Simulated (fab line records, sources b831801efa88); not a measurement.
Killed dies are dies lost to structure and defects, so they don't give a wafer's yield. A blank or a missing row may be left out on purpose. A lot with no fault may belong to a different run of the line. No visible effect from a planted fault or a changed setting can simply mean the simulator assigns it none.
fab line records	flow sky130	part 1 of 2: steps 1 to 26 of 35
record: lots: 5	wafers: 15	last_day: 50
route steps=708 shown METAL2@504 VIA2@507 METAL3@532 CAPM@537
lots untouched by any fault: they come from a run of this same line in which no faults occurred
start_h: hours from the record's first day to the start of the lot's first wafer shown	wait_h: time in hours since the lot's previous step	" as in the row above	L1.1+2: one row covering several wafers at once	- either no value or no given start	* or withheld: withheld	< > ~ a bound
route shown NAME@n: a module of which the file shows steps, and the number in the route of the first	usual: the fault-free wafers' mean and standard deviation	same: alike in all rows	chamber/n: place in a boat	sites: each site's reading	_std_site: standard deviation across them	_edge_site: inner sites' mean taken away from outer sites' mean	radius_mm: how far each site lies from the wafer's centre	mask NAME#n: copy n	behind: the last tool/chamber to shape the wafer	hold: reason for holding the lot/hours on hold/outcome of the hold	device: whichever transistor did not switch (one of n, p or np)	end of line: the route-end tests of the same wafers	a step without rows: its recipe alone	killed: count of dies lost to structure and defects at first sort (not the wafer's yield)	map: a wafer's dies, x killed, . not, _ none there
set.NAME: setting as actually run; set.NAME@STEP: the setting as run at that earlier step	model.NAME: the simulator's own value behind a step, which no gauge read
lots at selected steps of the route; one table per step, one row per wafer
services: a tool's chamber out of use, with start hour (start_h, from the record's first day; less than 0 if before it), hours out, and reason
== steps ==
step: SKY_METAL2_STRIP_21
recipe: chemistry: post_etch_residue_remover	time_s: 1200	temp_c: 72.5
usual: bath_heat_duty_pct: 13.9/1.7
lot.wafer	tool	chamber	start_h	wait_h	bath_heat_duty_pct
L075.1	wet_bench-02	3	819.73	0.1	15.9
L075.2	"	3	"	"	16.8
L075.4	"	3	"	"	16.8
L087.2	wet_bench-03	3	909.59	0.1	13.8
L087.4	"	3	"	"	14.5
L087.6	"	3	"	"	13.9
L090.2	wet_bench-03	3	934.58	0.1	13.9
L090.3	"	3	"	"	14.4
L090.6	"	3	"	"	14.5
L095.2	wet_bench-04	0	996.15	0.1	13.5
L095.4	"	0	"	"	14.2
L095.5	"	0	"	"	13.7
L096.1	wet_bench-03	1	1001.79	0.1	11.6
L096.5	"	1	"	"	11.6
L096.6	"	1	"	"	11.7
step: SKY_METAL2_CLEAN_22
recipe: chemistry: IPA	time_s: 180	temp_c: 25
usual: bath_heat_duty_pct: 6.2/1
lot.wafer	tool	chamber	start_h	wait_h	bath_heat_duty_pct
L075.1	wet_bench-03	1	820.07	0.0	4.8
L075.2	"	1	"	"	5.3
L075.4	"	1	"	"	4.1
L087.2	wet_bench-02	2	909.97	0.0	5.5
L087.4	"	2	"	"	5.6
L087.6	"	2	"	"	4.7
L090.2	wet_bench-03	0	934.92	0.0	6.8
L090.3	"	0	"	"	7.1
L090.6	"	0	"	"	7.4
L095.2	wet_bench-03	1	996.58	0.1	5.5
L095.4	"	1	"	"	4.8
L095.5	"	1	"	"	5.6
L096.1	wet_bench-03	1	1002.13	0.0	4.7
L096.5	"	1	"	"	4.4
L096.6	"	1	"	"	5.6
step: SKY_METAL2_CLEAN_23
recipe: chemistry: O3/DIW	dry: n2_spin
lot.wafer	tool	chamber	start_h	wait_h
L075.1+2+4	wet_bench-04	3	820.13	0.0
L087.2+4+6	wet_bench-03	0	910.03	0.0
L090.2+3+6	wet_bench-03	3	934.98	0.0
L095.2+4+5	wet_bench-03	1	996.63	0.0
L096.1+5+6	wet_bench-03	3	1002.19	0.0
step: SKY_VIA2_HDPCVD_00
recipe: material: SiO2	target_thk_nm: 1180	sigma_open_frac: 0.3	time_s: 196.7	temp_c: 400	sih4_flow_sccm: 60	pressure_mtorr: 6
lot.wafer	tool	chamber	start_h	wait_h
L075.1+2+4	hdpcvd-01	2,0,0	820.23	0.0
L087.2+4+6	hdpcvd-02	0,2,0	910.13	0.0
L090.2+3+6	hdpcvd-01	2,1,0	935.07	0.0
L095.2+4+5	hdpcvd-02	0,0,1	996.73	0.0
L096.1+5+6	hdpcvd-01	1,1,2	1002.28	0.0
step: SKY_VIA2_THK_MEAS_01
recipe: reads: SiO2_of_VIA2_HDPCVD_00
usual: VIA2_HDPCVD_THK: 1185/16
lot.wafer	tool	chamber	start_h	wait_h	VIA2_HDPCVD_THK[nm]
L075.1	film_metro-03	-	820.35	0.1	1201
L075.2	"	-	"	"	1172
L075.4	"	-	"	"	1178
L087.2	film_metro-03	-	910.27	0.1	1182
L087.4	"	-	"	"	1186
L087.6	"	-	"	"	1170
L090.2	film_metro-03	-	935.21	0.1	1216
L090.3	"	-	"	"	1184
L090.6	"	-	"	"	1168
L095.2	film_metro-04	-	996.86	0.1	1185
L095.4	"	-	"	"	1192
L095.5	"	-	"	"	1164
L096.1	film_metro-01	-	1002.41	0.1	1168
L096.5	"	-	"	"	1184
L096.6	"	-	"	"	1170
step: SKY_VIA2_CMP_02
recipe: material: SiO2	down_force_psi: 4	platen_rpm: 60	pad_velocity_m_s: 0.94248
usual: head_pressure_psi: 4.000/0.0092	motor_current_A: 12.2/0.78	slurry_filter_dp_kPa: 13.50/0.12
lot.wafer	tool	chamber	start_h	wait_h	head_pressure_psi	motor_current_A	slurry_filter_dp_kPa
L075.2	cmp-02	3	820.46	0.1	4.010	11.3	13.70
L075.1	"	0	"	"	4.006	11.9	13.57
L075.4	"	1	"	"	4.020	14.0	13.40
L087.2	cmp-01	1	910.32	0.0	3.997	12.1	13.28
L087.4	"	3	"	"	4.001	12.2	13.54
L087.6	"	1	"	"	4.011	12.7	13.62
L090.3	cmp-01	0	935.26	0.0	4.004	12.8	13.45
L090.2	"	2	"	"	4.013	11.7	13.36
L090.6	"	0	"	"	3.986	12.4	13.61
L095.2	cmp-02	0	996.96	0.1	3.999	12.0	13.58
L095.4	"	2	"	"	3.995	10.8	13.51
L095.5	"	3	"	"	3.990	10.9	13.69
L096.1	cmp-01	2	1002.57	0.1	3.989	11.8	13.37
L096.5	"	0	"	"	4.006	12.1	13.55
L096.6	"	1	"	"	4.014	12.3	13.51
step: SKY_VIA2_BOW_MEAS_03
recipe: mode: bow
usual: VIA2_BOW: 86/7
lot.wafer	tool	chamber	start_h	wait_h	VIA2_BOW[um]
L075.1	film_metro-01	-	820.71	0.1	83
L075.2	"	-	"	"	89
L075.4	"	-	"	"	95
L087.2	film_metro-01	-	910.64	0.3	87
L087.4	"	-	"	"	88
L087.6	"	-	"	"	86
L090.2	film_metro-03	-	935.58	0.2	85
L090.3	"	-	"	"	90
L090.6	"	-	"	"	97
L095.2	film_metro-03	-	997.23	0.2	85
L095.4	"	-	"	"	80
L095.5	"	-	"	"	73
L096.1	film_metro-01	-	1002.77	0.1	92
L096.5	"	-	"	"	78
L096.6	"	-	"	"	87
step: SKY_VIA2_DEHYDRATE_04
recipe: temp_c: 200	time_s: 60
usual: chill_plate_temp_C: 23.00/0.1
lot.wafer	tool	chamber	start_h	wait_h	chill_plate_temp_C
L075.1	litho_track-01	0	833.17	12.4	22.82
L075.2	"	0	"	"	22.86
L075.4	"	0	"	"	22.91
L087.2	litho_track-02	0	922.71	12.1	23.06
L087.4	"	0	"	"	23.00
L087.6	"	0	"	"	22.96
L090.2	litho_track-02	0	947.61	12.0	22.78
L090.3	"	0	"	"	23.01
L090.6	"	0	"	"	22.84
L095.2	litho_track-01	0	1007.80	10.5	23.01
L095.4	"	0	"	"	22.94
L095.5	"	0	"	"	22.98
L096.1	litho_track-03	0	1013.70	10.9	23.04
L096.5	"	0	"	"	23.10
L096.6	"	0	"	"	22.88
step: SKY_VIA2_HMDS_05
recipe: prime_time_s: 60	prime_temp_c: 120
usual: chill_plate_temp_C: 23.02/0.11
lot.wafer	tool	chamber	start_h	wait_h	chill_plate_temp_C
L075.1	litho_track-01	0	833.32	0.1	23.20
L075.2	"	0	"	"	23.00
L075.4	"	0	"	"	23.18
L087.2	litho_track-02	0	922.86	0.1	22.90
L087.4	"	0	"	"	22.81
L087.6	"	0	"	"	23.13
L090.2	litho_track-02	0	947.76	0.1	23.11
L090.3	"	0	"	"	22.94
L090.6	"	0	"	"	22.91
L095.2	litho_track-01	0	1007.95	0.1	23.27
L095.4	"	0	"	"	23.36
L095.5	"	0	"	"	23.03
L096.1	litho_track-03	0	1013.85	0.1	23.22
L096.5	"	0	"	"	22.96
L096.6	"	0	"	"	23.07
step: SKY_VIA2_COAT_06
recipe: resist: BARC	temp_c: withheld	time_s: withheld	spin_rpm: 3000	resist_thk_nm: 60
usual: chill_plate_temp_C: *
lot.wafer	tool	chamber	start_h	wait_h	chill_plate_temp_C
L075.1	litho_track-01	0	833.47	0.1	*
L075.2	"	0	"	"	*
L075.4	"	0	"	"	*
L087.2	litho_track-02	0	923.01	0.1	*
L087.4	"	0	"	"	*
L087.6	"	0	"	"	*
L090.2	litho_track-02	0	947.91	0.1	*
L090.3	"	0	"	"	*
L090.6	"	0	"	"	*
L095.2	litho_track-01	0	1008.10	0.1	*
L095.4	"	0	"	"	*
L095.5	"	0	"	"	*
L096.1	litho_track-03	0	1014.00	0.1	*
L096.5	"	0	"	"	*
L096.6	"	0	"	"	*
step: SKY_VIA2_COAT_07
recipe: resist: KrF-thick	spin_rpm: 3000	resist_thk_nm: 450
usual: chill_plate_temp_C: 23.01/0.11
lot.wafer	tool	chamber	start_h	wait_h	chill_plate_temp_C
L075.1	litho_track-01	0	-	-	22.85
L075.2	"	0	"	"	23.09
L075.4	"	0	"	"	23.02
L087.2	litho_track-02	0	-	-	22.98
L087.4	"	0	"	"	22.95
L087.6	"	0	"	"	23.09
L090.2	litho_track-02	0	-	-	22.96
L090.3	"	0	"	"	23.03
L090.6	"	0	"	"	23.02
L095.2	litho_track-01	0	-	-	23.26
L095.4	"	0	"	"	23.18
L095.5	"	0	"	"	23.06
L096.1	litho_track-03	0	-	-	23.05
L096.5	"	0	"	"	23.06
L096.6	"	0	"	"	22.84
step: SKY_VIA2_SOFTBAKE_08
recipe: temp_c: 99.61	time_s: 90	resist: KrF-thick
usual: chill_plate_temp_C: 22.98/0.11
lot.wafer	tool	chamber	start_h	wait_h	chill_plate_temp_C
L075.1	litho_track-01	0	-	-	22.97
L075.2	"	0	"	"	23.04
L075.4	"	0	"	"	22.87
L087.2	litho_track-02	0	-	-	23.09
L087.4	"	0	"	"	23.17
L087.6	"	0	"	"	22.90
L090.2	litho_track-02	0	-	-	22.97
L090.3	"	0	"	"	22.84
L090.6	"	0	"	"	22.90
L095.2	litho_track-01	0	-	-	23.04
L095.4	"	0	"	"	22.97
L095.5	"	0	"	"	22.93
L096.1	litho_track-03	0	-	-	22.97
L096.5	"	0	"	"	22.86
L096.6	"	0	"	"	22.69
step: SKY_VIA2_EXPOSE_09
recipe: mask_id: VIM2	na: 0.8	source_shape: annular	sigma_inner: 0.55	sigma_outer: 0.85	target_cd_nm: 200	dose_mj: 38
same: sigma_inner: 0.55
lot.wafer	tool	chamber	start_h	wait_h	mask
L075.1+2+4	krf_scanner-01	0	-	-	VIM2#0
L087.2+4+6	krf_scanner-02	0	-	-	VIM2#0
L090.2+3+6	krf_scanner-02	0	-	-	VIM2#0
L095.2+4+5	krf_scanner-02	0	-	-	VIM2#0
L096.1+5+6	krf_scanner-01	0	-	-	VIM2#0
step: SKY_VIA2_PEB_10
recipe: peb_temp_c: withheld	peb_time_s: withheld	resist: KrF-thick
usual: chill_plate_temp_C: *
lot.wafer	tool	chamber	start_h	wait_h	chill_plate_temp_C
L075.1	litho_track-02	0	-	-	*
L075.2	"	0	"	"	*
L075.4	"	0	"	"	*
L087.2	litho_track-01	0	-	-	*
L087.4	"	0	"	"	*
L087.6	"	0	"	"	*
L090.2	litho_track-02	0	-	-	*
L090.3	"	0	"	"	*
L090.6	"	0	"	"	*
L095.2	litho_track-02	0	-	-	*
L095.4	"	0	"	"	*
L095.5	"	0	"	"	*
L096.1	litho_track-03	0	-	-	*
L096.5	"	0	"	"	*
L096.6	"	0	"	"	*
step: SKY_VIA2_DEVELOP_11
recipe: develop_time_s: 60	resist: KrF-thick	dev_temp_c: 21
usual: chill_plate_temp_C: 23.02/0.11
lot.wafer	tool	chamber	start_h	wait_h	chill_plate_temp_C
L075.1	litho_track-02	0	-	-	23.05
L075.2	"	0	"	"	22.86
L075.4	"	0	"	"	22.79
L087.2	litho_track-01	0	-	-	23.07
L087.4	"	0	"	"	23.06
L087.6	"	0	"	"	23.19
L090.2	litho_track-02	0	-	-	22.92
L090.3	"	0	"	"	22.95
L090.6	"	0	"	"	23.02
L095.2	litho_track-02	0	-	-	23.05
L095.4	"	0	"	"	22.93
L095.5	"	0	"	"	22.97
L096.1	litho_track-03	0	-	-	22.82
L096.5	"	0	"	"	22.97
L096.6	"	0	"	"	22.96
step: SKY_VIA2_CD_MEAS_12
recipe: target_cd_nm: 200
usual: cd_nm: 200.0/1.3
lot.wafer	tool	chamber	start_h	wait_h	cd_nm
L075.1	cd_sem-01	-	847.23	-	199.7
L075.2	"	-	"	"	199.3
L075.4	"	-	"	"	199.0
L087.2	cd_sem-02	-	935.54	-	201.3
L087.4	"	-	"	"	200.2
L087.6	"	-	"	"	200.4
L090.2	cd_sem-01	-	960.75	-	198.5
L090.3	"	-	"	"	199.1
L090.6	"	-	"	"	198.6
L095.2	cd_sem-01	-	1019.90	-	200.0
L095.4	"	-	"	"	202.5
L095.5	"	-	"	"	202.1
L096.1	cd_sem-02	-	1025.70	-	199.7
L096.5	"	-	"	"	201.6
L096.6	"	-	"	"	201.3
step: SKY_VIA2_OVL_MEAS_13
usual: VIA2_OVL: -1/5.9
lot.wafer	tool	chamber	start_h	wait_h	VIA2_OVL[nm]
L075.1	overlay-02	-	847.35	0.1	4
L075.2	"	-	"	"	3
L075.4	"	-	"	"	4
L087.2	overlay-01	-	935.65	0.1	-2
L087.4	"	-	"	"	-4
L087.6	"	-	"	"	-10
L090.2	overlay-01	-	960.86	0.1	-4
L090.3	"	-	"	"	-8
L090.6	"	-	"	"	0
L095.2	overlay-02	-	1020.01	0.1	1
L095.4	"	-	"	"	-2
L095.5	"	-	"	"	1
L096.1	overlay-02	-	1025.82	0.1	6
L096.5	"	-	"	"	9
L096.6	"	-	"	"	16
step: SKY_VIA2_ETCH_14
recipe: chemistry: N2/H2	target: BARC	ion_energy_ev: 200	source_w: 500	bias_w: 100	pressure_mtorr: 30	n2_flow_sccm: 100	h2_flow_sccm: 200	stop_on: SiO2	time_s: 45.9	target_depth_a: 600
usual: drypump_motor_current_A: 5.81/0.24	h2_flow_sccm: 200.1/0.55	oes_product_au: 0.855/0.0044	throttle_valve_pct: 13.226/0.0084
lot.wafer	tool	chamber	start_h	wait_h	drypump_motor_current_A	h2_flow_sccm	oes_product_au	rf_hours_counter_h	throttle_valve_pct
L075.1	rie_diel-03	3	847.39	0.0	5.75	200.3	0.854	8	13.223
L075.2	"	0	"	"	5.73	200.5	0.860	9	13.227
L075.4	"	2	"	"	5.76	200.4	0.857	17	13.220
L087.2	rie_diel-01	3	935.68	0.0	5.65	199.9	0.856	4	13.224
L087.4	"	0	"	"	6.39	201.0	0.859	12	13.234
L087.6	"	3	"	"	5.66	199.6	0.856	-	13.217
L090.2	rie_diel-03	1	960.89	0.0	6.38	199.8	0.855	16	13.218
L090.3	"	3	"	"	5.74	200.2	0.859	12	13.233
L090.6	"	0	"	"	5.70	200.7	0.860	-	13.219
L095.2	rie_diel-03	0	1020.04	0.0	5.70	200.0	0.855	14	13.227
L095.4	"	1	"	"	6.35	200.0	0.854	18	13.209
L095.5	"	1	"	"	6.36	200.4	0.852	-	13.228
L096.1	rie_diel-04	0	1025.86	0.0	5.74	199.9	0.856	14	13.236
L096.5	"	1	"	"	5.68	200.2	0.856	-	13.232
L096.6	"	0	"	"	5.74	200.0	0.855	-	13.228
step: SKY_VIA2_ETCH_15
recipe: target: SiO2	chemistry: C4F8/O2/Ar	target_depth_nm: 546	stop_on: TiN	mask_material: KrF-thick	source_w: 1500	bias_w: 1200	pressure_mtorr: 40	c4f8_flow_sccm: withheld	O2_flow_sccm: 6	Ar_flow_sccm: 300	time_s: 84
usual: oes_product_au: 0.940/0.0051
lot.wafer	tool	chamber	start_h	wait_h	oes_product_au	rf_hours_counter_h
L075.1	rie_diel-03	3	847.43	0.0	0.942	8
L075.2	"	0	"	"	0.942	9
L075.4	"	2	"	"	0.928	17
L087.2	rie_diel-01	3	935.72	0.0	0.947	4
L087.4	"	0	"	"	0.938	12
L087.6	"	3	"	"	0.947	-
L090.2	rie_diel-03	1	960.93	0.0	0.944	16
L090.3	"	3	"	"	0.936	12
L090.6	"	0	"	"	0.955	-
L095.2	rie_diel-03	0	1020.08	0.0	0.932	14
L095.4	"	1	"	"	0.933	18
L095.5	"	1	"	"	0.932	-
L096.1	rie_diel-04	0	1025.90	0.0	0.948	14
L096.5	"	1	"	"	0.945	-
L096.6	"	0	"	"	0.941	-
step: SKY_VIA2_STRIP_16
recipe: chemistry: O2/N2	power_w: 1400	pressure_mtorr: 1500	platen_temp_c: withheld	o2_flow_sccm: 3000	n2_flow_sccm: 300	overash_fraction: 0.5
usual: drypump_motor_current_A: 6.0/0.61	oes_product_au: 0.399/0.0043	strip_time_to_endpoint_s: 4.05/0.031
lot.wafer	tool	chamber	start_h	wait_h	drypump_motor_current_A	oes_product_au	rf_hours_counter_h	strip_time_to_endpoint_s
L075.1	plasma_asher-03	1	847.49	0.0	5.5	0.398	102	4.05
L075.2	"	0	"	"	6.6	0.392	102	4.02
L075.4	"	0	"	"	6.6	0.392	-	4.07
L087.2	plasma_asher-03	1	935.78	0.0	5.5	0.395	112	4.06
L087.4	"	0	"	"	6.7	0.404	-	4.07
L087.6	"	1	"	"	5.5	0.405	-	4.09
L090.2	plasma_asher-04	1	961.00	0.0	5.3	0.399	82	4.05
L090.3	"	1	"	"	5.3	0.400	-	4.07
L090.6	"	0	"	"	6.4	0.397	-	4.08
L095.2	plasma_asher-02	0	1020.15	0.0	5.2	0.408	54	4.04
L095.4	"	1	"	"	6.6	0.394	-	4.02
L095.5	"	1	"	"	6.6	0.395	-	4.01
L096.1	plasma_asher-04	0	1025.97	0.0	6.5	0.395	89	3.97
L096.5	"	1	"	"	5.3	0.397	-	4.05
L096.6	"	0	"	"	6.5	0.399	-	4.01
step: SKY_VIA2_STRIP_17
recipe: chemistry: post_etch_residue_remover	time_s: 1200	temp_c: 72.5
usual: bath_heat_duty_pct: 14.5/2
lot.wafer	tool	chamber	start_h	wait_h	bath_heat_duty_pct
L075.1	wet_bench-04	1	847.59	0.1	13.0
L075.2	"	1	"	"	14.9
L075.4	"	1	"	"	14.3
L087.2	wet_bench-03	3	935.88	0.1	13.0
L087.4	"	3	"	"	13.7
L087.6	"	3	"	"	13.9
L090.2	wet_bench-03	1	961.10	0.1	12.1
L090.3	"	1	"	"	11.2
L090.6	"	1	"	"	11.6
L095.2	wet_bench-03	2	1020.25	0.1	15.0
L095.4	"	2	"	"	15.9
L095.5	"	2	"	"	16.9
L096.1	wet_bench-01	3	1026.07	0.1	16.2
L096.5	"	3	"	"	16.4
L096.6	"	3	"	"	16.4
step: SKY_VIA2_CLEAN_18
recipe: chemistry: IPA	time_s: 180	temp_c: 25
usual: bath_heat_duty_pct: 6.0/0.86
lot.wafer	tool	chamber	start_h	wait_h	bath_heat_duty_pct
L075.1	wet_bench-03	3	847.94	0.0	5.5
L075.2	"	3	"	"	5.6
L075.4	"	3	"	"	6.9
L087.2	wet_bench-03	2	936.26	0.0	6.9
L087.4	"	2	"	"	7.8
L087.6	"	2	"	"	7.0
L090.2	wet_bench-04	1	961.44	0.0	7.3
L090.3	"	1	"	"	6.0
L090.6	"	1	"	"	6.8
L095.2	wet_bench-01	1	1020.62	0.0	5.5
L095.4	"	1	"	"	5.4
L095.5	"	1	"	"	6.5
L096.1	wet_bench-04	3	1026.44	0.0	6.6
L096.5	"	3	"	"	5.7
L096.6	"	3	"	"	5.0
step: SKY_VIA2_CLEAN_19
recipe: chemistry: O3/DIW	dry: n2_spin
lot.wafer	tool	chamber	start_h	wait_h
L075.1+2+4	wet_bench-04	2	847.99	0.0
L087.2+4+6	wet_bench-03	2	936.32	0.0
L090.2+3+6	wet_bench-03	3	961.50	0.0
L095.2+4+5	wet_bench-03	0	1020.68	0.0
L096.1+5+6	wet_bench-01	3	1026.50	0.0
step: SKY_VIA2_SPUTTER_20
recipe: material: TiN	target_thk_nm: 20	chamber_pressure_pa: 5	power_w: 4000	time_s: 80
usual: throttle_valve_pct: 30.3/0.6
lot.wafer	tool	chamber	start_h	wait_h	throttle_valve_pct
L075.1	pvd_sputter-04	-	848.09	0.0	29.4
L075.2	"	-	"	"	30.9
L075.4	"	-	"	"	30.6
L087.2	pvd_sputter-04	-	936.42	0.0	29.3
L087.4	"	-	"	"	31.1
L087.6	"	-	"	"	30.7
L090.2	pvd_sputter-03	-	961.59	0.0	30.5
L090.3	"	-	"	"	29.9
L090.6	"	-	"	"	29.7
L095.2	pvd_sputter-01	-	1020.78	0.0	31.4
L095.4	"	-	"	"	29.1
L095.5	"	-	"	"	31.4
L096.1	pvd_sputter-01	-	1026.60	0.0	31.3
L096.5	"	-	"	"	31.0
L096.6	"	-	"	"	31.1
step: SKY_VIA2_CVD_21
recipe: material: W	target_thk_nm: 420	time_s: 126.4	temp_c: 400	pressure_torr: 40
usual: heater_power_outer_w: 509/50	heater_power_w: 850/100
lot.wafer	tool	chamber	start_h	wait_h	heater_power_outer_w	heater_power_w
L075.1	cvd_w-02	0	848.15	0.0	584	997
L075.2	"	0	"	"	569	1024
L075.4	"	0	"	"	585	981
L087.2	cvd_w-01	1	936.48	0.0	506	831
L087.4	"	1	"	"	494	848
L087.6	"	1	"	"	504	825
L090.2	cvd_w-01	0	961.65	0.0	430	718
L090.3	"	1	"	"	507	834
L090.6	"	0	"	"	439	730
L095.2	cvd_w-02	1	1020.84	0.0	523	839
L095.4	"	0	"	"	576	1019
L095.5	"	1	"	"	512	848
L096.1	cvd_w-02	0	1026.66	0.0	591	1002
L096.5	"	1	"	"	516	831
L096.6	"	0	"	"	589	1001
step: SKY_VIA2_RS_MEAS_22
recipe: thk_meas_gauge: four-point-probe	reads: W_of_VIA2_CVD_21+TiN_of_VIA2_SPUTTER_20
usual: VIA2_W_RS: 0.2751/0.0027
lot.wafer	tool	chamber	start_h	wait_h	VIA2_W_RS[ohm/sq]
L075.1	film_metro-03	-	848.41	0.2	0.2773
L075.2	"	-	"	"	0.2730
L075.4	"	-	"	"	0.2734
L087.2	film_metro-04	-	936.63	0.1	0.2788
L087.4	"	-	"	"	0.2770
L087.6	"	-	"	"	0.2755
L090.2	film_metro-01	-	961.80	0.1	0.2748
L090.3	"	-	"	"	0.2703
L090.6	"	-	"	"	0.2746
L095.2	film_metro-01	-	1020.99	0.1	0.2796
L095.4	"	-	"	"	0.2786
L095.5	"	-	"	"	0.2776
L096.1	film_metro-03	-	1026.79	0.1	0.2720
L096.5	"	-	"	"	0.2707
L096.6	"	-	"	"	0.2713
